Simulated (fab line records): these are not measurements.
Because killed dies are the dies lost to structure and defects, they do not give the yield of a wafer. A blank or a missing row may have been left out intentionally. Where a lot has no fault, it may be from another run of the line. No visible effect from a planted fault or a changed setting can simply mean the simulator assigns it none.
fab line records | flow sky130 | part 1 of 2: steps 1 to 27 of 39
record lots=5 | wafers=15 | last-day=50
route steps=708 shown VIA2@527 METAL3@532 CAPM@537
lots that met no fault: from a run of the same line without faults
start-h: hours from the record's first day to the start of the lot's first wafer shown | wait-h: hours since the lot's step before | " repeats the value in the row above | L1.1+2: several wafers, shown together as one row | - no value present, or no start provided | * or withheld: withheld | < > ~ a bound
route shown NAME@n: names a module that has steps shown in the file, with the first one's number in the route | usual: mean/standard deviation taken from wafers without a fault | same: alike in all rows | chamber/n: place in a boat | sites: per-site readings | _std_site: their standard deviation | _edge_site: the outer-site mean with the inner-site mean subtracted | radius-mm: for every site, how far away it sits from the centre of the wafer | mask NAME#n: copy n | behind: the most recent tool/chamber to have shaped the wafer | hold: what put the lot on hold/how long, in hours/how the hold closed | device: the n, p or np transistor that did not switch | end of line: the tests these same wafers got at the end of their route | step lacking rows: just its recipe | killed: not the wafer's yield, but the dies lost to structure and defects at the first sort | map: a wafer's dies, x killed, . not, _ none there
set.NAME: the setting as run; set.NAME@STEP: as run at that earlier step | model.NAME: the simulator's own value behind a step, which no gauge read
lots at selected steps of the route; one table per step, one row per wafer
services: when a tool's chamber went out of use (start-h, in hours from the record's first day, below 0 if earlier), for how many hours, and the reason
## steps
# step SKY_VIA2_SPUTTER_20
# recipe material=TiN | target-thk-nm=20 | chamber-pressure-pa=5 | power-w=4000 | time-s=80
# usual throttle-valve-pct=29.5/0.71
# same time-s=80
lot.wafer | tool           | chamber | start-h | wait-h | throttle-valve-pct
L081.1    | pvd-sputter-03 | -       | 899.76  | 0.0    | 30.0
L081.3    | "              | -       | "       | "      | 29.6
L081.4    | "              | -       | "       | "      | 29.8
L085.1    | pvd-sputter-03 | -       | 945.63  | 0.0    | 30.2
L085.3    | "              | -       | "       | "      | 29.6
L085.5    | "              | -       | "       | "      | 29.8
L090.1    | pvd-sputter-02 | -       | 966.21  | 0.0    | 29.7
L090.3    | "              | -       | "       | "      | 29.2
L090.4    | "              | -       | "       | "      | 29.5
L091.2    | pvd-sputter-02 | -       | 974.23  | 0.0    | 29.1
L091.4    | "              | -       | "       | "      | 29.6
L091.6    | "              | -       | "       | "      | 30.0
L097.2    | pvd-sputter-01 | -       | 1008.52 | 0.0    | 29.0
L097.4    | "              | -       | "       | "      | 28.3
L097.6    | "              | -       | "       | "      | 29.1
# step SKY_VIA2_CVD_21
# recipe material=W | target-thk-nm=420 | time-s=126.4 | temp-c=400 | pressure-torr=40
# usual heater-power-w=850/55
# same time-s=126.4
lot.wafer | tool     | chamber | start-h | wait-h | heater-power-w
L081.1    | cvd-w-02 | 1       | 899.82  | 0.0    | 860
L081.3    | "        | 0       | "       | "      | 892
L081.4    | "        | 1       | "       | "      | 842
L085.1    | cvd-w-01 | 0       | 945.69  | 0.0    | 735
L085.3    | "        | 0       | "       | "      | 751
L085.5    | "        | 0       | "       | "      | 735
L090.1    | cvd-w-01 | 0       | 966.27  | 0.0    | 724
L090.3    | "        | 1       | "       | "      | 862
L090.4    | "        | 0       | "       | "      | 749
L091.2    | cvd-w-02 | 1       | 974.29  | 0.0    | 835
L091.4    | "        | 1       | "       | "      | 852
L091.6    | "        | 1       | "       | "      | 850
L097.2    | cvd-w-02 | 0       | 1008.58 | 0.0    | 901
L097.4    | "        | 1       | "       | "      | 838
L097.6    | "        | 1       | "       | "      | 860
# step SKY_VIA2_RS_MEAS_22
# recipe thk-meas-gauge=four-point-probe | reads=W_of_VIA2_CVD_21+TiN_of_VIA2_SPUTTER_20
# usual VIA2_W_RS=0.272/0.0038
lot.wafer | tool          | chamber | start-h | wait-h | VIA2_W_RS[ohm/sq]
L081.1    | film-metro-02 | -       | 899.95  | 0.1    | 0.272
L081.3    | "             | -       | "       | "      | 0.275
L081.4    | "             | -       | "       | "      | 0.271
L085.1    | film-metro-04 | -       | 945.82  | 0.1    | 0.269
L085.3    | "             | -       | "       | "      | 0.271
L085.5    | "             | -       | "       | "      | 0.265
L090.1    | film-metro-01 | -       | 966.40  | 0.1    | 0.278
L090.3    | "             | -       | "       | "      | 0.270
L090.4    | "             | -       | "       | "      | 0.275
L091.2    | film-metro-01 | -       | 974.44  | 0.1    | 0.270
L091.4    | "             | -       | "       | "      | 0.268
L091.6    | "             | -       | "       | "      | 0.270
L097.2    | film-metro-01 | -       | 1008.73 | 0.1    | 0.274
L097.4    | "             | -       | "       | "      | 0.271
L097.6    | "             | -       | "       | "      | 0.272
# step SKY_VIA2_THK_MEAS_23
# recipe thk-meas-gauge=xrf | reads=W_of_VIA2_CVD_21
# usual VIA2_W_THK=440/8.9
lot.wafer | tool          | chamber | start-h | wait-h | VIA2_W_THK[nm]
L081.1    | film-metro-02 | -       | 900.07  | 0.1    | 441
L081.3    | "             | -       | "       | "      | 439
L081.4    | "             | -       | "       | "      | 445
L085.1    | film-metro-04 | -       | 945.94  | 0.1    | 433
L085.3    | "             | -       | "       | "      | 428
L085.5    | "             | -       | "       | "      | 439
L090.1    | film-metro-01 | -       | 966.52  | 0.1    | 432
L090.3    | "             | -       | "       | "      | 444
L090.4    | "             | -       | "       | "      | 435
L091.2    | film-metro-01 | -       | 974.55  | 0.1    | 443
L091.4    | "             | -       | "       | "      | 448
L091.6    | "             | -       | "       | "      | 443
L097.2    | film-metro-01 | -       | 1008.84 | 0.1    | 430
L097.4    | "             | -       | "       | "      | 441
L097.6    | "             | -       | "       | "      | 438
# step SKY_VIA2_CMP_24
# recipe stop-on=SiO2 | t-overpolish-s=20 | down-force-psi=3.5 | platen-rpm=60 | target-thk-nm=0 | pad-velocity-m-s=0.94248
# usual motor-current-A=10.7/0.67 | overpolish-run-s=20.000/0.0092 | platen-rpm=60.00/0.039 | time-to-endpoint-s=101/3.4
lot.wafer | tool   | chamber | start-h | wait-h | motor-current-A | overpolish-run-s | platen-rpm | time-to-endpoint-s
L081.3    | cmp-02 | 1       | 900.13  | 0.0    | 10.4            | 19.989           | 59.93      | 96
L081.4    | "      | 3       | "       | "      | 10.0            | 20.003           | 60.01      | 104
L081.1    | "      | 0       | "       | "      | 10.3            | 19.994           | 59.98      | 100
L085.1    | cmp-01 | 1       | 946.00  | 0.1    | 10.4            | 20.001           | 59.96      | 111
L085.3    | "      | 3       | "       | "      | 10.8            | 19.996           | 60.03      | 104
L085.5    | "      | 2       | "       | "      | 11.8            | 20.012           | 59.99      | 104
L090.1    | cmp-02 | 2       | 967.04  | 0.5    | 11.0            | 20.007           | 59.96      | 97
L090.4    | "      | 3       | "       | "      | 10.0            | 20.000           | 60.05      | 101
L090.3    | "      | 1       | "       | "      | 10.6            | 20.004           | 59.95      | 96
L091.4    | cmp-01 | 0       | 974.72  | 0.1    | 9.6             | 19.996           | 60.01      | 99
L091.2    | "      | 2       | "       | "      | 11.5            | 20.005           | 59.95      | 106
L091.6    | "      | 3       | "       | "      | 11.7            | 19.989           | 60.02      | 106
L097.2    | cmp-01 | 3       | 1008.89 | 0.0    | 11.3            | 20.010           | 60.00      | 104
L097.4    | "      | 0       | "       | "      | 9.5             | 19.999           | 59.92      | 100
L097.6    | "      | 3       | "       | "      | 10.8            | 19.990           | 59.99      | 103
# step SKY_METAL3_SPUTTER_00
# recipe material=Ti | target-thk-nm=15 | power-w=3000 | time-s=10 | chamber-pressure-pa=0.4
# usual throttle-valve-pct=29.4/0.8
# same time-s=10
lot.wafer | tool           | chamber | start-h | wait-h | throttle-valve-pct
L081.1    | pvd-sputter-01 | -       | 900.43  | 0.1    | 28.6
L081.3    | "              | -       | "       | "      | 29.0
L081.4    | "              | -       | "       | "      | 29.5
L085.1    | pvd-sputter-02 | -       | 946.30  | 0.2    | 28.3
L085.3    | "              | -       | "       | "      | 29.8
L085.5    | "              | -       | "       | "      | 29.5
L090.1    | pvd-sputter-01 | -       | 967.34  | 0.2    | 29.4
L090.3    | "              | -       | "       | "      | 28.4
L090.4    | "              | -       | "       | "      | 29.1
L091.2    | pvd-sputter-04 | -       | 974.97  | 0.1    | 29.8
L091.4    | "              | -       | "       | "      | 31.2
L091.6    | "              | -       | "       | "      | 29.8
L097.2    | pvd-sputter-02 | -       | 1009.19 | 0.2    | 29.5
L097.4    | "              | -       | "       | "      | 29.9
L097.6    | "              | -       | "       | "      | 29.0
# step SKY_METAL3_SPUTTER_01
# recipe material=TiN | target-thk-nm=20 | power-w=6500 | time-s=16.7 | chamber-pressure-pa=0.4
# usual throttle-valve-pct=29.4/0.81
# same time-s=16.7
lot.wafer | tool           | chamber | start-h | wait-h | throttle-valve-pct
L081.1    | pvd-sputter-01 | -       | 900.45  | 0.0    | 28.4
L081.3    | "              | -       | "       | "      | 29.0
L081.4    | "              | -       | "       | "      | 29.4
L085.1    | pvd-sputter-02 | -       | 946.32  | 0.0    | 28.5
L085.3    | "              | -       | "       | "      | 29.9
L085.5    | "              | -       | "       | "      | 29.7
L090.1    | pvd-sputter-01 | -       | 967.36  | 0.0    | 29.5
L090.3    | "              | -       | "       | "      | 28.4
L090.4    | "              | -       | "       | "      | 29.0
L091.2    | pvd-sputter-04 | -       | 974.99  | 0.0    | 30.1
L091.4    | "              | -       | "       | "      | 31.6
L091.6    | "              | -       | "       | "      | 30.1
L097.2    | pvd-sputter-02 | -       | 1009.21 | 0.0    | 29.4
L097.4    | "              | -       | "       | "      | 29.8
L097.6    | "              | -       | "       | "      | 28.7
# step SKY_METAL3_SPUTTER_02
# recipe material=AlCu | target-thk-nm=735 | power-w=10600 | time-s=39.1 | chamber-pressure-pa=0.4
# usual throttle-valve-pct=29.4/0.81
# same time-s=39.1
lot.wafer | tool           | chamber | start-h | wait-h | throttle-valve-pct
L081.1    | pvd-sputter-01 | -       | 900.48  | 0.0    | 28.5
L081.3    | "              | -       | "       | "      | 29.0
L081.4    | "              | -       | "       | "      | 29.2
L085.1    | pvd-sputter-02 | -       | 946.35  | 0.0    | 28.5
L085.3    | "              | -       | "       | "      | 29.9
L085.5    | "              | -       | "       | "      | 29.6
L090.1    | pvd-sputter-01 | -       | 967.38  | 0.0    | 29.5
L090.3    | "              | -       | "       | "      | 28.4
L090.4    | "              | -       | "       | "      | 29.1
L091.2    | pvd-sputter-04 | -       | 975.02  | 0.0    | 30.0
L091.4    | "              | -       | "       | "      | 31.2
L091.6    | "              | -       | "       | "      | 29.9
L097.2    | pvd-sputter-02 | -       | 1009.24 | 0.0    | 29.5
L097.4    | "              | -       | "       | "      | 30.1
L097.6    | "              | -       | "       | "      | 28.8
# step SKY_METAL3_SPUTTER_03
# recipe material=Ti | target-thk-nm=5 | power-w=3000 | time-s=3.3 | chamber-pressure-pa=0.4
# usual throttle-valve-pct=29.4/0.79
# same time-s=3.3
lot.wafer | tool           | chamber | start-h | wait-h | throttle-valve-pct
L081.1    | pvd-sputter-01 | -       | 900.52  | 0.0    | 28.3
L081.3    | "              | -       | "       | "      | 29.0
L081.4    | "              | -       | "       | "      | 29.5
L085.1    | pvd-sputter-02 | -       | 946.38  | 0.0    | 28.3
L085.3    | "              | -       | "       | "      | 30.0
L085.5    | "              | -       | "       | "      | 29.5
L090.1    | pvd-sputter-01 | -       | 967.42  | 0.0    | 29.3
L090.3    | "              | -       | "       | "      | 28.7
L090.4    | "              | -       | "       | "      | 28.9
L091.2    | pvd-sputter-04 | -       | 975.05  | 0.0    | 29.9
L091.4    | "              | -       | "       | "      | 31.3
L091.6    | "              | -       | "       | "      | 29.9
L097.2    | pvd-sputter-02 | -       | 1009.27 | 0.0    | 29.5
L097.4    | "              | -       | "       | "      | 29.8
L097.6    | "              | -       | "       | "      | 28.9
# step SKY_METAL3_SPUTTER_04
# recipe material=TiN | target-thk-nm=70 | power-w=6500 | time-s=58.3 | chamber-pressure-pa=0.4
# usual throttle-valve-pct=29.4/0.8
# same time-s=58.3
lot.wafer | tool           | chamber | start-h | wait-h | throttle-valve-pct
L081.1    | pvd-sputter-01 | -       | 900.54  | 0.0    | 28.5
L081.3    | "              | -       | "       | "      | 28.8
L081.4    | "              | -       | "       | "      | 29.5
L085.1    | pvd-sputter-02 | -       | 946.40  | 0.0    | 28.1
L085.3    | "              | -       | "       | "      | 30.0
L085.5    | "              | -       | "       | "      | 29.5
L090.1    | pvd-sputter-01 | -       | 967.44  | 0.0    | 29.2
L090.3    | "              | -       | "       | "      | 28.6
L090.4    | "              | -       | "       | "      | 29.0
L091.2    | pvd-sputter-04 | -       | 975.07  | 0.0    | 30.0
L091.4    | "              | -       | "       | "      | 31.4
L091.6    | "              | -       | "       | "      | 30.2
L097.2    | pvd-sputter-02 | -       | 1009.29 | 0.0    | 29.5
L097.4    | "              | -       | "       | "      | 29.9
L097.6    | "              | -       | "       | "      | 29.1
# step SKY_CAPM_CVD_00
# recipe material=SiO2 | target-thk-nm=15.5 | temp-c=400 | time-s=withheld | rf-w=450
# usual heater-power-w=748/81
lot.wafer | tool     | chamber | start-h | wait-h | heater-power-w
L081.1    | pecvd-04 | 0       | 900.59  | 0.0    | 646
L081.3    | "        | 2       | "       | "      | 757
L081.4    | "        | 2       | "       | "      | 755
L085.1    | pecvd-04 | 2       | 946.45  | 0.0    | 758
L085.3    | "        | 0       | "       | "      | 544
L085.5    | "        | 0       | "       | "      | 559
L090.1    | pecvd-03 | 1       | 967.49  | 0.0    | 781
L090.3    | "        | 2       | "       | "      | 825
L090.4    | "        | 2       | "       | "      | 814
L091.2    | pecvd-02 | 1       | 975.12  | 0.0    | 800
L091.4    | "        | 2       | "       | "      | 712
L091.6    | "        | 0       | "       | "      | 953
L097.2    | pecvd-03 | 2       | 1009.34 | 0.0    | 781
L097.4    | "        | 0       | "       | "      | 712
L097.6    | "        | 2       | "       | "      | 798
# step SKY_CAPM_THK_MEAS_01
# recipe reads=SiO2_of_CAPM_CVD_00
# usual CAPM_CVD_00_THK=15.43/0.19
lot.wafer | tool          | chamber | start-h | wait-h | CAPM_CVD_00_THK[nm]
L081.1    | film-metro-01 | -       | 900.61  | -      | 15.25
L081.3    | "             | -       | "       | "      | 15.18
L081.4    | "             | -       | "       | "      | 15.39
L085.1    | film-metro-02 | -       | 946.47  | -      | 15.11
L085.3    | "             | -       | "       | "      | 15.29
L085.5    | "             | -       | "       | "      | 15.49
L090.1    | film-metro-03 | -       | 967.51  | -      | 15.43
L090.3    | "             | -       | "       | "      | 15.32
L090.4    | "             | -       | "       | "      | 15.65
L091.2    | film-metro-03 | -       | 975.15  | -      | 15.22
L091.4    | "             | -       | "       | "      | 15.56
L091.6    | "             | -       | "       | "      | 15.20
L097.2    | film-metro-01 | -       | 1009.37 | -      | 15.27
L097.4    | "             | -       | "       | "      | 15.90
L097.6    | "             | -       | "       | "      | 15.75
# step SKY_CAPM_SPUTTER_02
# recipe material=TiN | target-thk-nm=200 | temp-c=300 | power-w=6500 | time-s=166.7 | chamber-pressure-pa=0.4
# usual throttle-valve-pct=29.7/0.75
# same time-s=166.7
lot.wafer | tool           | chamber | start-h | wait-h | throttle-valve-pct
L081.1    | pvd-sputter-04 | -       | 900.67  | 0.1    | 29.8
L081.3    | "              | -       | "       | "      | 31.5
L081.4    | "              | -       | "       | "      | 29.9
L085.1    | pvd-sputter-03 | -       | 946.53  | 0.1    | 29.6
L085.3    | "              | -       | "       | "      | 30.1
L085.5    | "              | -       | "       | "      | 30.4
L090.1    | pvd-sputter-03 | -       | 967.57  | 0.1    | 29.5
L090.3    | "              | -       | "       | "      | 29.0
L090.4    | "              | -       | "       | "      | 30.1
L091.2    | pvd-sputter-03 | -       | 975.20  | 0.0    | 30.2
L091.4    | "              | -       | "       | "      | 29.0
L091.6    | "              | -       | "       | "      | 30.1
L097.2    | pvd-sputter-04 | -       | 1009.42 | 0.0    | 31.1
L097.4    | "              | -       | "       | "      | 28.2
L097.6    | "              | -       | "       | "      | 28.4
# step SKY_CAPM_RS_MEAS_03
# recipe thk-meas-gauge=four-point-probe | reads=TiN_of_CAPM_SPUTTER_02
# usual CAPM_TIN_RS=6.92/0.066
lot.wafer | tool          | chamber | start-h | wait-h | CAPM_TIN_RS[ohm/sq]
L081.1    | film-metro-03 | -       | 900.78  | 0.1    | 6.93
L081.3    | "             | -       | "       | "      | 6.98
L081.4    | "             | -       | "       | "      | 6.94
L085.1    | film-metro-03 | -       | 946.64  | 0.1    | 6.89
L085.3    | "             | -       | "       | "      | 6.94
L085.5    | "             | -       | "       | "      | 6.95
L090.1    | film-metro-01 | -       | 967.68  | 0.1    | 6.78
L090.3    | "             | -       | "       | "      | 6.98
L090.4    | "             | -       | "       | "      | 6.85
L091.2    | film-metro-01 | -       | 975.33  | 0.1    | 6.90
L091.4    | "             | -       | "       | "      | 6.92
L091.6    | "             | -       | "       | "      | 6.90
L097.2    | film-metro-02 | -       | 1009.55 | 0.1    | 7.04
L097.4    | "             | -       | "       | "      | 6.96
L097.6    | "             | -       | "       | "      | 6.89
# step SKY_CAPM_THK_MEAS_04
# recipe thk-meas-gauge=xrf | reads=TiN_of_CAPM_SPUTTER_02
# usual CAPM_TIN_THK=197.5/1.9
lot.wafer | tool          | chamber | start-h | wait-h | CAPM_TIN_THK[nm]
L081.1    | film-metro-03 | -       | 900.90  | 0.1    | 196.6
L081.3    | "             | -       | "       | "      | 196.3
L081.4    | "             | -       | "       | "      | 197.3
L085.1    | film-metro-03 | -       | 946.76  | 0.1    | 198.2
L085.3    | "             | -       | "       | "      | 196.7
L085.5    | "             | -       | "       | "      | 197.7
L090.1    | film-metro-01 | -       | 967.80  | 0.1    | 201.2
L090.3    | "             | -       | "       | "      | 195.4
L090.4    | "             | -       | "       | "      | 199.0
L091.2    | film-metro-01 | -       | 975.44  | 0.1    | 198.3
L091.4    | "             | -       | "       | "      | 196.8
L091.6    | "             | -       | "       | "      | 198.3
L097.2    | film-metro-02 | -       | 1009.66 | 0.1    | 193.6
L097.4    | "             | -       | "       | "      | 195.5
L097.6    | "             | -       | "       | "      | 196.9
# step SKY_CAPM_DEHYDRATE_05
# recipe temp-c=200 | time-s=60
# same time-s=60
lot.wafer  | tool           | chamber | start-h | wait-h
L081.1+3+4 | litho-track-01 | 0       | 912.66  | 11.8
L085.1+3+5 | litho-track-03 | 0       | 958.10  | 11.3
L090.1+3+4 | litho-track-01 | 0       | 979.31  | 11.5
L091.2+4+6 | litho-track-04 | 0       | 986.98  | 11.5
L097.2+4+6 | litho-track-04 | 0       | 1020.68 | 11.0
# step SKY_CAPM_HMDS_06
# recipe prime-time-s=60 | prime-temp-c=120
lot.wafer  | tool           | chamber | start-h | wait-h
L081.1+3+4 | litho-track-01 | 0       | 912.81  | 0.1
L085.1+3+5 | litho-track-03 | 0       | 958.25  | 0.1
L090.1+3+4 | litho-track-01 | 0       | 979.46  | 0.1
L091.2+4+6 | litho-track-04 | 0       | 987.13  | 0.1
L097.2+4+6 | litho-track-04 | 0       | 1020.83 | 0.1
# step SKY_CAPM_COAT_07
# recipe resist=NOVOLAK | spin-rpm=3000 | resist-thk-nm=1140
# usual spin-speed-rpm=3000.1/2.2
lot.wafer | tool           | chamber | start-h | wait-h | spin-speed-rpm
L081.1    | litho-track-01 | 0       | 912.96  | 0.1    | 2999.4
L081.3    | "              | 0       | "       | "      | 2999.9
L081.4    | "              | 0       | "       | "      | 3003.7
L085.1    | litho-track-03 | 0       | 958.40  | 0.1    | 2998.0
L085.3    | "              | 0       | "       | "      | 3002.0
L085.5    | "              | 0       | "       | "      | 2998.9
L090.1    | litho-track-01 | 0       | 979.61  | 0.1    | 3000.7
L090.3    | "              | 0       | "       | "      | 2997.6
L090.4    | "              | 0       | "       | "      | 3000.9
L091.2    | litho-track-04 | 0       | 987.28  | 0.1    | 3000.3
L091.4    | "              | 0       | "       | "      | 3000.3
L091.6    | "              | 0       | "       | "      | 2999.9
L097.2    | litho-track-04 | 0       | 1020.98 | 0.1    | 2998.9
L097.4    | "              | 0       | "       | "      | 3001.2
L097.6    | "              | 0       | "       | "      | 2999.3
# step SKY_CAPM_SOFTBAKE_08
# recipe temp-c=90 | time-s=60 | resist=NOVOLAK
# same time-s=60
lot.wafer  | tool           | chamber | start-h | wait-h
L081.1+3+4 | litho-track-01 | 0       | 913.11  | 0.1
L085.1+3+5 | litho-track-03 | 0       | 958.55  | 0.1
L090.1+3+4 | litho-track-01 | 0       | 979.76  | 0.1
L091.2+4+6 | litho-track-04 | 0       | 987.43  | 0.1
L097.2+4+6 | litho-track-04 | 0       | 1021.13 | 0.1
# step SKY_CAPM_EXPOSE_09
# recipe mask-id=CAPM | na=0.6 | source-shape=conventional | sigma-outer=0.6 | polarization=unpolarized | target-cd-nm=1000 | dose-mj=159
# usual focus-offset-nm=-0.1/0.43 | reticle-temp-C=23.01/0.097
# same sigma-outer=0.6
lot.wafer | tool             | chamber | start-h | wait-h | mask   | focus-offset-nm | reticle-temp-C
L081.1    | iline-stepper-02 | 0       | -       | -      | CAPM#0 | -0.8            | 23.09
L081.3    | "                | 0       | "       | "      | CAPM#0 | -0.5            | 23.06
L081.4    | "                | 0       | "       | "      | CAPM#0 | -0.8            | 23.02
L085.1    | iline-stepper-02 | 0       | -       | -      | CAPM#0 | 0.2             | 22.94
L085.3    | "                | 0       | "       | "      | CAPM#0 | 0.5             | 22.93
L085.5    | "                | 0       | "       | "      | CAPM#0 | -0.2            | 22.95
L090.1    | iline-stepper-01 | 0       | -       | -      | CAPM#0 | 0.1             | 23.20
L090.3    | "                | 0       | "       | "      | CAPM#0 | -0.2            | 23.05
L090.4    | "                | 0       | "       | "      | CAPM#0 | 0.2             | 23.07
L091.2    | iline-stepper-01 | 0       | -       | -      | CAPM#0 | -0.5            | 22.85
L091.4    | "                | 0       | "       | "      | CAPM#0 | -0.5            | 22.90
L091.6    | "                | 0       | "       | "      | CAPM#0 | -0.4            | 23.10
L097.2    | iline-stepper-01 | 0       | -       | -      | CAPM#0 | 0.5             | 23.05
L097.4    | "                | 0       | "       | "      | CAPM#0 | -0.1            | 22.93
L097.6    | "                | 0       | "       | "      | CAPM#0 | 0.0             | 22.95
# step SKY_CAPM_PEB_10
# recipe temp-c=withheld | time-s=* | resist=NOVOLAK
# same time-s=*
lot.wafer  | tool           | chamber | start-h | wait-h
L081.1+3+4 | litho-track-01 | 0       | -       | -
L085.1+3+5 | litho-track-04 | 0       | -       | -
L090.1+3+4 | litho-track-01 | 0       | -       | -
L091.2+4+6 | litho-track-01 | 0       | -       | -
L097.2+4+6 | litho-track-03 | 0       | -       | -
# step SKY_CAPM_DEVELOP_11
# recipe resist=NOVOLAK | developer=TMAH | develop-time-s=60 | dev-temp-c=23
lot.wafer  | tool           | chamber | start-h | wait-h
L081.1+3+4 | litho-track-01 | 0       | 924.91  | 0.1
L085.1+3+5 | litho-track-04 | 0       | 969.66  | 0.1
L090.1+3+4 | litho-track-01 | 0       | 990.91  | 0.1
L091.2+4+6 | litho-track-01 | 0       | 998.98  | 0.1
L097.2+4+6 | litho-track-03 | 0       | 1032.02 | 0.1
# step SKY_CAPM_OVL_MEAS_12
# usual CAPM_OVL=-0.2/1.5
lot.wafer | tool       | chamber | start-h | wait-h | CAPM_OVL[nm]
L081.1    | overlay-02 | -       | 925.06  | 0.1    | -0.6
L081.3    | "          | -       | "       | "      | -0.2
L081.4    | "          | -       | "       | "      | -0.2
L085.1    | overlay-01 | -       | 969.81  | 0.1    | -1.0
L085.3    | "          | -       | "       | "      | 0.3
L085.5    | "          | -       | "       | "      | -1.1
L090.1    | overlay-01 | -       | 991.06  | 0.1    | 0.2
L090.3    | "          | -       | "       | "      | 1.4
L090.4    | "          | -       | "       | "      | -0.7
L091.2    | overlay-01 | -       | 999.11  | 0.1    | 0.9
L091.4    | "          | -       | "       | "      | 1.4
L091.6    | "          | -       | "       | "      | -0.2
L097.2    | overlay-01 | -       | 1032.16 | 0.1    | 0.1
L097.4    | "          | -       | "       | "      | 0.6
L097.6    | "          | -       | "       | "      | 1.4
# step SKY_CAPM_METAL_ETCH_13
# recipe target-depth-nm=220 | stop-on=SiO2 | chemistry=Cl2/BCl3 | target=TiN | pressure-mtorr=10 | icp-w=900 | bias-w=48.5 | Cl2_flow_sccm=60 | bcl3-flow-sccm=30 | time-s=62.9
# usual drypump-motor-current-A=5.8/0.55 | oes-product-au=0.942/0.0066 | throttle-valve-pct=21.902/0.0098
# same time-s=62.9
lot.wafer | tool         | chamber | start-h | wait-h | drypump-motor-current-A | oes-product-au | rf-hours-counter-h | throttle-valve-pct
L081.1    | rie-metal-01 | 1       | 925.09  | 0.0    | 5.5                     | 0.944          | 15                 | 21.907
L081.3    | "            | 1       | "       | "      | 5.5                     | 0.938          | -                  | 21.890
L081.4    | "            | 0       | "       | "      | 6.4                     | 0.940          | -                  | 21.902
L085.1    | rie-metal-03 | 1       | 969.84  | 0.0    | 6.3                     | 0.942          | 14                 | 21.891
L085.3    | "            | 0       | "       | "      | 6.1                     | 0.946          | -                  | 21.906
L085.5    | "            | 0       | "       | "      | 6.0                     | 0.940          | -                  | 21.892
L090.1    | rie-metal-03 | 0       | 991.09  | 0.0    | 6.0                     | 0.957          | 13                 | 21.919
L090.3    | "            | 1       | "       | "      | 6.3                     | 0.941          | -                  | 21.896
L090.4    | "            | 0       | "       | "      | 6.0                     | 0.942          | -                  | 21.878
L091.2    | rie-metal-01 | 0       | 999.14  | 0.0    | 6.4                     | 0.938          | 7                  | 21.917
L091.4    | "            | 0       | "       | "      | 6.4                     | 0.942          | -                  | 21.909
L091.6    | "            | 0       | "       | "      | 6.4                     | 0.942          | -                  | 21.916
L097.2    | rie-metal-01 | 1       | 1032.19 | 0.0    | 5.5                     | 0.928          | 21                 | 21.892
L097.4    | "            | 0       | "       | "      | 6.4                     | 0.938          | -                  | 21.904
L097.6    | "            | 1       | "       | "      | 5.5                     | 0.943          | -                  | 21.908
# step SKY_CAPM_STRIP_14
# recipe chemistry=O2/N2 | power-w=1400 | pressure-mtorr=1500 | platen-temp-c=withheld | o2-flow-sccm=3000 | n2-flow-sccm=300 | overash-fraction=0.5
# usual drypump-motor-current-A=5.78/0.3 | oes-product-au=0.710/0.0047 | strip-time-to-endpoint-s=12.68/0.046
lot.wafer | tool            | chamber | start-h | wait-h | drypump-motor-current-A | oes-product-au | rf-hours-counter-h | strip-time-to-endpoint-s
L081.1    | plasma-asher-01 | 0       | 925.17  | 0.1    | 5.39                    | 0.712          | 82                 | 12.70
L081.3    | "               | 1       | "       | "      | 5.29                    | 0.707          | -                  | 12.76
L081.4    | "               | 0       | "       | "      | 5.40                    | 0.714          | -                  | 12.72
L085.1    | plasma-asher-04 | 1       | 969.92  | 0.1    | 5.76                    | 0.718          | 23                 | 12.69
L085.3    | "               | 0       | "       | "      | 5.86                    | 0.707          | -                  | 12.61
L085.5    | "               | 1       | "       | "      | 5.75                    | 0.720          | -                  | 12.59
L090.1    | plasma-asher-01 | 0       | 991.17  | 0.1    | 5.40                    | 0.716          | 89                 | 12.62
L090.3    | "               | 1       | "       | "      | 5.27                    | 0.714          | -                  | 12.63
L090.4    | "               | 0       | "       | "      | 5.38                    | 0.710          | -                  | 12.61
L091.2    | plasma-asher-04 | 0       | 999.22  | 0.1    | 5.87                    | 0.706          | 26                 | 12.71
L091.4    | "               | 0       | "       | "      | 5.86                    | 0.709          | -                  | 12.71
L091.6    | "               | 1       | "       | "      | 5.76                    | 0.707          | -                  | 12.68
L097.2    | plasma-asher-01 | 1       | 1032.26 | 0.1    | 5.30                    | 0.716          | 93                 | 12.64
L097.4    | "               | 0       | "       | "      | 5.40                    | 0.699          | -                  | 12.65
L097.6    | "               | 0       | "       | "      | 5.41                    | 0.715          | -                  | 12.68
# step SKY_CAPM_STRIP_15
# recipe chemistry=post-etch-residue-remover | time-s=1200 | temp-c=72.5
# same time-s=1200
lot.wafer  | tool         | chamber | start-h | wait-h
L081.1+3+4 | wet-bench-02 | 0       | 925.27  | 0.1
L085.1+3+5 | wet-bench-02 | 1       | 970.02  | 0.1
L090.1+3+4 | wet-bench-02 | 2       | 991.27  | 0.1
L091.2+4+6 | wet-bench-03 | 3       | 999.32  | 0.1
L097.2+4+6 | wet-bench-04 | 0       | 1032.36 | 0.1
# step SKY_CAPM_CLEAN_16
# recipe chemistry=IPA | time-s=180 | temp-c=25
# same time-s=180
lot.wafer  | tool         | chamber | start-h | wait-h
L081.1+3+4 | wet-bench-04 | 0       | 925.61  | 0.0
L085.1+3+5 | wet-bench-04 | 2       | 970.36  | 0.0
L090.1+3+4 | wet-bench-04 | 2       | 991.61  | 0.0
L091.2+4+6 | wet-bench-02 | 1       | 1000.00 | 0.0
L097.2+4+6 | wet-bench-04 | 0       | 1032.70 | 0.0
